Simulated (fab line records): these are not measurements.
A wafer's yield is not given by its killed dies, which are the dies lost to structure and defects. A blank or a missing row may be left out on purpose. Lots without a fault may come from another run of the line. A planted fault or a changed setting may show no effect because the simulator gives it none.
fab line records -- flow sky130
record: lots: 12, wafers: 36, last-day: 50
route steps=708 shown SONOS_ONO@183 GATE_OXIDE@197 POLY_GATE@218 PAD_OPEN@708
lots with no fault: from the same line, run without faults
start-h: hours from the record's first day to the start of the lot's first wafer shown -- wait-h: hours since the lot's step before -- " repeats the value in the row above -- L1.1+2: one row covering several wafers at once -- - no value present, or no start provided -- * or withheld: withheld -- < > ~ a bound
route shown NAME@n: a module of which the file shows steps, and the number in the route of the first -- usual: mean/standard deviation taken from wafers without a fault -- same: alike in all rows -- chamber/n: place in a boat -- sites: the reading at each site -- _std_site: standard deviation across them -- _edge_site: mean of outer sites minus mean of inner sites -- radius-mm: how far each site lies from the wafer's centre -- mask NAME#n: copy n -- behind: the most recent tool/chamber to have shaped the wafer -- hold: why the lot was held/for how many hours/how that ended -- device: the n, p or np transistor that did not switch -- end of line: tests run on the same wafers once the route is complete -- where a step has no rows: the recipe by itself -- killed: at the first sort, the dies lost to defects and structure; wafer yield is something else -- map: the dies of a wafer, with x for killed, . for not killed, _ for no die there
set.NAME: the setting that was run; set.NAME@STEP: the one run at that earlier step -- model.NAME: the simulator's own value behind a step, which no gauge read
steps of the route over a sample of lots; a table a step, a row a wafer
services: when a tool's chamber went out of use (start-h, in hours from the record's first day, below 0 if earlier), for how many hours, and the reason
== steps ==
step: SKY_SONOS_ONO_ETCH_15
recipe: target-depth-nm: 19.52, chemistry: CHF3/O2, source-w: 600, bias-w: 200, pressure-mtorr: 40, chf3-flow-sccm: 50, O2_flow_sccm: 5, time-s: 7.8
usual: chamber-pressure-mTorr: 40.00/0.04, drypump-motor-current-A: 5.7/0.37, oes-product-au: 1.003/0.0072, throttle-valve-pct: 8.826/0.0094
lot.wafer,tool,chamber,start-h,wait-h,chamber-pressure-mTorr,drypump-motor-current-A,oes-product-au,rf-hours-counter-h,throttle-valve-pct
L311.3,rie-diel-02,3,283.19,0.0,39.98,5.2,0.997,39,8.834
L311.4,rie-diel-02,0,283.19,0.0,40.01,5.5,1.000,16,8.840
L311.6,rie-diel-02,1,283.19,0.0,40.00,5.7,1.008,-,8.823
L313.3,rie-diel-02,0,303.03,0.0,39.99,5.5,1.004,16,8.839
L313.4,rie-diel-02,3,303.03,0.0,39.98,5.2,1.004,39,8.815
L313.6,rie-diel-02,0,303.03,0.0,40.03,5.5,1.016,-,8.818
L315.2,rie-diel-01,0,303.29,0.0,40.05,5.5,0.994,108,8.830
L315.5,rie-diel-01,1,303.29,0.0,40.05,5.1,1.007,-,8.846
L315.6,rie-diel-01,2,303.29,0.0,40.01,6.1,1.009,-,8.822
L326.1,rie-diel-02,2,398.79,0.0,40.01,5.9,0.997,5,8.808
L326.5,rie-diel-02,2,398.79,0.0,40.01,6.0,0.999,-,8.820
L326.6,rie-diel-02,1,398.79,0.0,40.04,5.7,1.004,-,8.821
L327.1,rie-diel-04,2,402.28,0.0,40.00,6.3,0.998,89,8.824
L327.3,rie-diel-04,3,402.28,0.0,40.02,6.1,0.986,61,8.821
L327.6,rie-diel-04,2,402.28,0.0,40.00,6.3,1.005,-,8.843
L328.3,rie-diel-01,3,414.09,0.0,40.01,5.7,1.010,98,8.828
L328.4,rie-diel-01,2,414.09,0.0,40.04,6.2,1.004,-,8.837
L328.6,rie-diel-01,3,414.09,0.0,40.01,5.7,1.018,-,8.826
L329.1,rie-diel-04,0,423.24,0.0,39.94,5.1,0.994,12,8.823
L329.4,rie-diel-04,3,423.24,0.0,39.98,6.1,0.999,61,8.829
L329.5,rie-diel-04,0,423.24,0.0,39.97,5.1,1.011,-,8.829
L330.2,rie-diel-02,3,429.19,0.0,39.96,5.3,1.005,41,8.828
L330.5,rie-diel-02,3,429.19,0.0,40.05,5.3,1.001,-,8.835
L330.6,rie-diel-02,1,429.19,0.0,40.04,5.7,1.011,-,8.836
L331.1,rie-diel-04,1,451.38,0.0,40.11,5.6,1.008,3,8.831
L331.2,rie-diel-04,3,451.38,0.0,39.99,6.1,1.004,61,8.837
L331.6,rie-diel-04,2,451.38,0.0,39.95,6.3,1.004,-,8.834
L332.1,rie-diel-02,3,472.74,0.0,39.95,5.3,0.999,42,8.829
L332.4,rie-diel-02,0,472.74,0.0,39.93,5.5,1.011,-,8.807
L332.6,rie-diel-02,3,472.74,0.0,39.92,5.2,1.005,-,8.821
L333.2,rie-diel-01,0,473.69,0.0,40.08,5.5,1.010,1,8.835
L333.5,rie-diel-01,2,473.69,0.0,39.94,6.2,0.999,-,8.819
L333.6,rie-diel-01,0,473.69,0.0,40.06,5.5,1.019,-,8.825
L334.3,rie-diel-04,3,476.63,0.0,39.97,6.1,0.996,62,8.825
L334.5,rie-diel-04,3,476.63,0.0,39.97,6.1,0.991,-,8.816
L334.6,rie-diel-04,0,476.63,0.0,40.00,5.1,0.993,-,8.825
step: SKY_GATE_OXIDE_OVL_MEAS_10
usual: GATE_OXIDE_OVL: 0.7/1.4
lot.wafer,tool,chamber,start-h,wait-h,GATE_OXIDE_OVL[nm]
L311.3,overlay-02,-,311.74,0.1,1.3
L311.4,overlay-02,-,311.74,0.1,1.3
L311.6,overlay-02,-,311.74,0.1,-0.6
L313.3,overlay-01,-,328.55,0.1,-2.3
L313.4,overlay-01,-,328.55,0.1,-0.7
L313.6,overlay-01,-,328.55,0.1,0.0
L315.2,overlay-01,-,332.84,0.1,-0.5
L315.5,overlay-01,-,332.84,0.1,-0.6
L315.6,overlay-01,-,332.84,0.1,-0.1
L326.1,overlay-01,-,431.28,0.1,0.6
L326.5,overlay-01,-,431.28,0.1,1.7
L326.6,overlay-01,-,431.28,0.1,1.8
L327.1,overlay-02,-,435.69,0.1,0.9
L327.3,overlay-02,-,435.69,0.1,1.2
L327.6,overlay-02,-,435.69,0.1,1.3
L328.3,overlay-01,-,446.50,0.1,0.2
L328.4,overlay-01,-,446.50,0.1,-0.6
L328.6,overlay-01,-,446.50,0.1,0.2
L329.1,overlay-02,-,456.77,0.1,1.2
L329.4,overlay-02,-,456.77,0.1,-0.3
L329.5,overlay-02,-,456.77,0.1,-0.1
L330.2,overlay-02,-,461.99,0.1,0.6
L330.5,overlay-02,-,461.99,0.1,1.3
L330.6,overlay-02,-,461.99,0.1,-0.1
L331.1,overlay-01,-,483.32,0.1,-0.9
L331.2,overlay-01,-,483.32,0.1,-0.1
L331.6,overlay-01,-,483.32,0.1,0.6
L332.1,overlay-02,-,504.67,0.1,-1.5
L332.4,overlay-02,-,504.67,0.1,0.5
L332.6,overlay-02,-,504.67,0.1,0.0
L333.2,overlay-02,-,505.09,0.1,-0.5
L333.5,overlay-02,-,505.09,0.1,-1.1
L333.6,overlay-02,-,505.09,0.1,-2.5
L334.3,overlay-02,-,508.80,0.1,1.3
L334.5,overlay-02,-,508.80,0.1,1.9
L334.6,overlay-02,-,508.80,0.1,2.1
step: SKY_GATE_OXIDE_STRIP_13
recipe: chemistry: O2/N2, power-w: 1400, pressure-mtorr: 1500, platen-temp-c: withheld, o2-flow-sccm: 3000, n2-flow-sccm: 300, overash-fraction: 0.5
usual: chamber-pressure-mTorr: 1499.9/1.4, drypump-motor-current-A: 5.7/0.38, oes-product-au: 0.715/0.0044, strip-time-to-endpoint-s: 14.16/0.047
lot.wafer,tool,chamber,start-h,wait-h,chamber-pressure-mTorr,drypump-motor-current-A,oes-product-au,rf-hours-counter-h,strip-time-to-endpoint-s
L311.3,plasma-asher-04,0,312.06,0.0,1500.4,5.7,0.719,-,14.23
L311.4,plasma-asher-04,1,312.06,0.0,1498.4,5.7,0.716,-,14.26
L311.6,plasma-asher-04,0,312.06,0.0,1503.0,5.7,0.713,-,14.28
L313.3,plasma-asher-04,0,328.88,0.0,1499.8,5.7,0.710,-,14.20
L313.4,plasma-asher-04,1,328.88,0.0,1500.2,5.7,0.716,-,14.19
L313.6,plasma-asher-04,1,328.88,0.0,1499.2,5.7,0.720,-,14.18
L315.2,plasma-asher-01,1,333.13,0.0,1502.5,5.9,0.929,62,-
L315.5,plasma-asher-01,1,333.13,0.0,1501.5,5.9,0.930,-,-
L315.6,plasma-asher-01,0,333.13,0.0,1501.6,5.7,0.933,-,-
L326.1,plasma-asher-01,1,431.67,0.0,1499.2,5.9,0.720,71,14.21
L326.5,plasma-asher-01,1,431.67,0.0,1498.6,5.9,0.713,-,14.21
L326.6,plasma-asher-01,0,431.67,0.0,1497.7,5.7,0.712,-,14.20
L327.1,plasma-asher-03,1,435.97,0.0,1498.7,5.2,0.714,63,14.16
L327.3,plasma-asher-03,1,435.97,0.0,1500.3,5.2,0.714,-,14.18
L327.6,plasma-asher-03,0,435.97,0.0,1500.8,6.2,0.710,-,14.18
L328.3,plasma-asher-03,0,446.81,0.0,1499.4,6.2,0.708,-,14.15
L328.4,plasma-asher-03,1,446.81,0.0,1498.9,5.2,0.716,-,14.09
L328.6,plasma-asher-03,1,446.81,0.0,1499.2,5.2,0.709,-,14.13
L329.1,plasma-asher-03,0,457.06,0.0,1501.5,6.2,0.712,65,14.11
L329.4,plasma-asher-03,1,457.06,0.0,1499.5,5.2,0.717,-,14.14
L329.5,plasma-asher-03,1,457.06,0.0,1499.1,5.2,0.712,-,14.14
L330.2,plasma-asher-04,0,462.38,0.0,1500.2,5.7,0.715,3,14.19
L330.5,plasma-asher-04,0,462.38,0.0,1500.1,5.7,0.723,-,14.16
L330.6,plasma-asher-04,1,462.38,0.0,1500.4,5.7,0.710,-,14.17
L331.1,plasma-asher-03,1,483.71,0.0,1500.4,5.2,0.712,68,14.17
L331.2,plasma-asher-03,0,483.71,0.0,1500.2,6.2,0.721,68,14.21
L331.6,plasma-asher-03,1,483.71,0.0,1500.5,5.2,0.711,-,14.15
L332.1,plasma-asher-04,0,505.06,0.0,1499.3,5.7,0.713,7,14.10
L332.4,plasma-asher-04,0,505.06,0.0,1499.0,5.7,0.718,-,14.16
L332.6,plasma-asher-04,1,505.06,0.0,1499.4,5.7,0.711,-,14.14
L333.2,plasma-asher-04,0,505.37,0.0,1502.7,5.7,0.714,7,14.14
L333.5,plasma-asher-04,1,505.37,0.0,1500.5,5.7,0.717,-,14.15
L333.6,plasma-asher-04,0,505.37,0.0,1500.3,5.7,0.714,-,14.17
L334.3,plasma-asher-03,0,509.11,0.0,1497.0,6.2,0.708,-,14.15
L334.5,plasma-asher-03,1,509.11,0.0,1499.3,5.2,0.717,-,14.09
L334.6,plasma-asher-03,0,509.11,0.0,1500.2,6.2,0.717,-,14.14
step: SKY_POLY_GATE_THK_MEAS_04
recipe: reads: Si3N4_of_POLY_GATE_CVD_03
usual: POLY_GATE_CVD_03_THK: 74.8/0.69
lot.wafer,tool,chamber,start-h,wait-h,POLY_GATE_CVD_03_THK[nm]
L311.3,film-metro-01,-,350.53,0.0,74.3
L311.4,film-metro-01,-,350.53,0.0,74.3
L311.6,film-metro-01,-,350.53,0.0,74.7
L313.3,film-metro-03,-,362.46,0.0,75.1
L313.4,film-metro-03,-,362.46,0.0,75.1
L313.6,film-metro-03,-,362.46,0.0,74.8
L326.1,film-metro-03,-,467.75,0.0,75.0
L326.5,film-metro-03,-,467.75,0.0,74.3
L326.6,film-metro-03,-,467.75,0.0,74.1
L327.1,film-metro-03,-,472.60,0.0,74.9
L327.3,film-metro-03,-,472.60,0.0,75.4
L327.6,film-metro-03,-,472.60,0.0,75.3
L328.3,film-metro-03,-,482.15,0.0,76.4
L328.4,film-metro-03,-,482.15,0.0,76.0
L328.6,film-metro-03,-,482.15,0.0,76.3
L329.1,film-metro-03,-,492.20,0.0,74.2
L329.4,film-metro-03,-,492.20,0.0,74.9
L329.5,film-metro-03,-,492.20,0.0,74.9
L330.2,film-metro-03,-,496.86,0.0,74.5
L330.5,film-metro-03,-,496.86,0.0,75.8
L330.6,film-metro-03,-,496.86,0.0,74.8
L331.1,film-metro-04,-,519.17,0.0,74.3
L331.2,film-metro-04,-,519.17,0.0,74.1
L331.6,film-metro-04,-,519.17,0.0,74.4
L332.1,film-metro-04,-,539.41,0.0,74.6
L332.4,film-metro-04,-,539.41,0.0,74.2
L332.6,film-metro-04,-,539.41,0.0,74.6
L333.2,film-metro-01,-,540.96,0.0,75.1
L333.5,film-metro-01,-,540.96,0.0,75.3
L333.6,film-metro-01,-,540.96,0.0,74.4
L334.3,film-metro-04,-,543.53,0.0,75.7
L334.5,film-metro-04,-,543.53,0.0,75.5
L334.6,film-metro-04,-,543.53,0.0,74.9
step: SKY_PAD_OPEN_PROBE_99
usual: killed_at_M0_to_M3: 44/7.2, killed_at_M4_up: 3.1/1.7, killed-at-contacts: 25/5.1, killed-at-front-end: 14/4.6, killed-at-other: 0.3/0.59, killed-dies: 86/9.6, killed-on-rim: 17/4.1, killed-open: 47/7.4, killed-short: 39/6
same: gross-dies: 492, killed-at-back-side: 0
lot.wafer,tool,chamber,start-h,wait-h,killed_at_M0_to_M3,killed_at_M4_up,killed-at-contacts,killed-at-front-end,killed-at-other,killed-dies,killed-on-rim,killed-open,killed-short
L315.2,prober-01,-,1089.65,0.1,33,5,20,433,1,492,96,40,30
L315.5,prober-01,-,1089.80,0.2,32,3,28,427,2,492,96,38,32
L315.6,prober-01,-,1089.85,0.2,41,5,21,425,0,492,96,42,34
killed by level:class
L315.2 GATE_OXIDE:area-oxidation=221 POLY_GATE:area-cvd=201 CONTACT:geometric-particle:open=9 VIA2:geometric-particle:open=8 FIELD_ISO:geometric-particle:open=5 VIA1:geometric-particle:short=5 VIA3:geometric-particle:open=5 METAL4:geometric-particle:short=5
L315.5 GATE_OXIDE:area-oxidation=232 POLY_GATE:area-cvd=190 CONTACT:geometric-particle:open=14 VIA1:geometric-particle:open=10 VIA2:geometric-particle:open=6 CONTACT:geometric-particle:short=5 FIELD_ISO:geometric-particle:short=3 LI_CONTACT:geometric-particle:short=3
L315.6 POLY_GATE:area-cvd=210 GATE_OXIDE:area-oxidation=206 VIA3:geometric-particle:open=9 METAL2:geometric-particle:short=8 VIA2:geometric-particle:open=7 LI_CONTACT:geometric-particle:open=5 CONTACT:geometric-particle:open=5 CONTACT:geometric-particle:short=4
== services ==
tool,chamber,start-h,hours,kind
rie-diel-02,-,278.80,0.3,repair
rie-diel-04,-,297.04,4.3,pm
rie-diel-02,3,303.88,4.1,repair
rie-diel-01,-,308.78,0.4,repair
plasma-asher-03,-,334.27,2.8,pm
rie-diel-02,3,340.19,4.2,repair
plasma-asher-01,-,343.33,2.8,pm
rie-diel-01,-,379.11,1.5,repair
rie-diel-01,0,404.22,-,clean
rie-diel-01,0,404.22,11.2,scheduled-down
plasma-asher-04,-,421.25,9.0,pm
plasma-asher-04,0,421.25,9.0,vent-cycle
plasma-asher-04,1,421.25,9.0,vent-cycle
rie-diel-02,0,423.72,12.7,repair
rie-diel-04,-,429.27,0.2,repair
plasma-asher-04,0,430.25,-,clean
plasma-asher-04,1,430.25,-,clean
plasma-asher-03,-,438.32,1.3,repair
rie-diel-02,2,469.74,5.8,repair
rie-diel-02,-,478.34,1.3,repair
rie-diel-04,1,483.00,6.8,repair
rie-diel-04,2,497.64,19.7,repair
rie-diel-02,-,507.25,0.8,repair
rie-diel-02,0,507.83,29.6,repair
== key ==
first-sign: step: SKY_GATE_OXIDE_STRIP_13, reading: oes-product-au, direction: up, sigmas: 49, usual: 0.715, struck: 0.931
effect: step: SKY_PAD_OPEN_PROBE_99, reading: killed-at-front-end, direction: up, sigmas: 90, usual: 14, struck: 428
more-kills-born-at: SKY_GATE_OXIDE_OXIDATION_16@furnace-01: 659, SKY_POLY_GATE_CVD_00@lpcvd-01: 601
met-at SKY_GATE_OXIDE_STRIP_13
struck-lots L315
later-rows-left-out L315.2,L315.5,L315.6
tester-left-out L315
not-acting-at SKY_SONOS_ONO_ETCH_15,SKY_GATE_OXIDE_OVL_MEAS_10,SKY_POLY_GATE_THK_MEAS_04
fault: kind: strip-aborted, tool: plasma-asher-01, chamber: -, onset-h: 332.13, steps: SKY_GATE_OXIDE_STRIP_13, offset: 0.66029, end-h: 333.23
tester-left-out: of these lots the tester's yield and bins aren't shown, on N5 and GAA mostly nor the transistor test; their killed dies are dies lost to structure and defects alone, not to doping, threshold or leakage, so they don't give the yield
later-rows-left-out: the simulator's readings of these wafers behind a module that went badly wrong aren't trusted and aren't shown, but for the sort
